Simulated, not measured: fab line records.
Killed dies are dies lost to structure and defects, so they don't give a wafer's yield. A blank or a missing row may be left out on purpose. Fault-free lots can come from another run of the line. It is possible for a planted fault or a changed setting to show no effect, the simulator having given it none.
The same fault as seen by 2 desks || flow sky130 || every desk sees just its own numbers, and what lay behind them comes last

AT THE METROLOGY DESK
What the gauges read for every lot (on any tool): the sampled wafers with a number, averaged. Marked OUT: a lot whose mean sits more than 4 standard deviations from the usual mean, which makes it out of limits; the brackets give that distance.
Columns: A = VT_ADJUST_HVTP_OVL at SKY_VT_ADJUST_HVTP_OVL_MEAS_08, usual -0.5 nm; B = VT_ADJUST_NCORE_TW at SKY_VT_ADJUST_NCORE_TW_MEAS_11, usual 220; C = VT_ADJUST_HVTR_OVL at SKY_VT_ADJUST_HVTR_OVL_MEAS_08, usual 1.4 nm; D = VT_ADJUST_HVTR_TW at SKY_VT_ADJUST_HVTR_TW_MEAS_11, usual 210.3
{"lot": "L862", "first seen here": "day 6 08:28", "A": 0.6, "B": 214, "C": 1.0, "D": 213.1}
{"lot": "L864", "first seen here": "day 6 20:36", "A": 0.0, "B": 221, "C": 0.0, "D": 213.1}
{"lot": "L865", "first seen here": "day 7 03:01", "A": -0.2, "B": 215, "C": 1.0, "D": 210.7}
{"lot": "L866", "first seen here": "day 7 12:09", "A": 0.5, "B": 221, "C": 0.0, "D": 213.0}
{"lot": "L868", "first seen here": "day 7 20:36", "A": -0.8, "B": 215, "C": 0.6, "D": 209.5}
{"lot": "L869", "first seen here": "day 8 03:09", "A": -0.3, "B": 222, "C": 1.6, "D": 212.8}
{"lot": "L870", "first seen here": "day 8 11:40", "A": -1.9, "B": 221, "C": 1.2, "D": 208.1}
{"lot": "L871", "first seen here": "day 8 18:01", "A": -1.7, "B": 221, "C": 0.6, "D": 208.7}
{"lot": "L872", "first seen here": "day 8 22:28", "A": -1.7, "B": 221, "C": 2.5, "D": 208.5}
{"lot": "L874", "first seen here": "day 9 12:44", "A": 0.1, "B": 223, "C": 1.2, "D": 205.5}
{"lot": "L876", "first seen here": "day 10 03:09", "A": 0.4, "B": 223, "C": "152.8 (+99 or more) OUT", "D": "-"}
{"lot": "L877", "first seen here": "day 10 08:29", "A": -1.3, "B": 222, "C": "152.4 (+99 or more) OUT", "D": "-"}
{"lot": "L878", "first seen here": "day 10 16:40", "A": -1.8, "B": 221, "C": "153.5 (+99 or more) OUT", "D": "-"}
{"lot": "L883", "first seen here": "day 11 18:22", "A": -0.7, "B": 221, "C": 1.9, "D": 212.5}
This desk's finding: out of limits on L876, L877, L878; first on L876, day 14 01:31 (VT_ADJUST_HVTR_OVL at SKY_VT_ADJUST_HVTR_OVL_MEAS_08). In limits: L862, L864, L865, L866, L868, L869, L870, L871, L872, L874, L883.

THE TOOL OWNER'S DESK: ilineStepper-01
The tool's own readings at SKY_VT_ADJUST_HVTR_EXPOSE_04 (exposes mask HVTRM, target cd 380 nm): means of the sampled wafers that have a number, for each lot that ran on this tool. Marked OUT: a lot whose mean sits more than 4 standard deviations from the usual mean, which makes it out of limits; the brackets give that distance.
Columns: A = exposureDoseMJCm2 at SKY_VT_ADJUST_HVTR_EXPOSE_04, usual 149.89
{"lot": "L865", "first seen here": "day 10 08:28", "A": 150.12}
{"lot": "L870", "first seen here": "day 12 09:05", "A": 149.77}
{"lot": "L871", "first seen here": "day 12 11:25", "A": 149.82}
{"lot": "L872", "first seen here": "day 12 12:13", "A": 150.07}
{"lot": "L876", "first seen here": "day 13 13:21", "A": 149.91}
{"lot": "L877", "first seen here": "day 14 05:08", "A": 149.72}
{"lot": "L878", "first seen here": "day 14 08:52", "A": 149.98}
Finding of this desk: none of the 7 lots has anything out of limits.

PUT TOGETHER
At day 14 01:31 the metrology desk could have sounded an alarm, on L876, L877, L878.
The tool owner's desk saw nothing out of limits.
Tool owner's desk: L876, L877, L878 on record, inside its limits.
Of the lots named, all ran SKY_VT_ADJUST_HVTR_EXPOSE_04 on ilineStepper-01.

WHAT WAS PUT IN BY THE SIMULATOR
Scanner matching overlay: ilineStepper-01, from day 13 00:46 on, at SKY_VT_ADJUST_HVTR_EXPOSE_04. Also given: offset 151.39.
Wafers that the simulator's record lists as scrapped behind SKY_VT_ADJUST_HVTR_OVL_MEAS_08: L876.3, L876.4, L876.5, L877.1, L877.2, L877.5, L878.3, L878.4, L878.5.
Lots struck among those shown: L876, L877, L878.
Delay in hours, fault start to first out-of-limits reading, per desk: metrology desk 25.
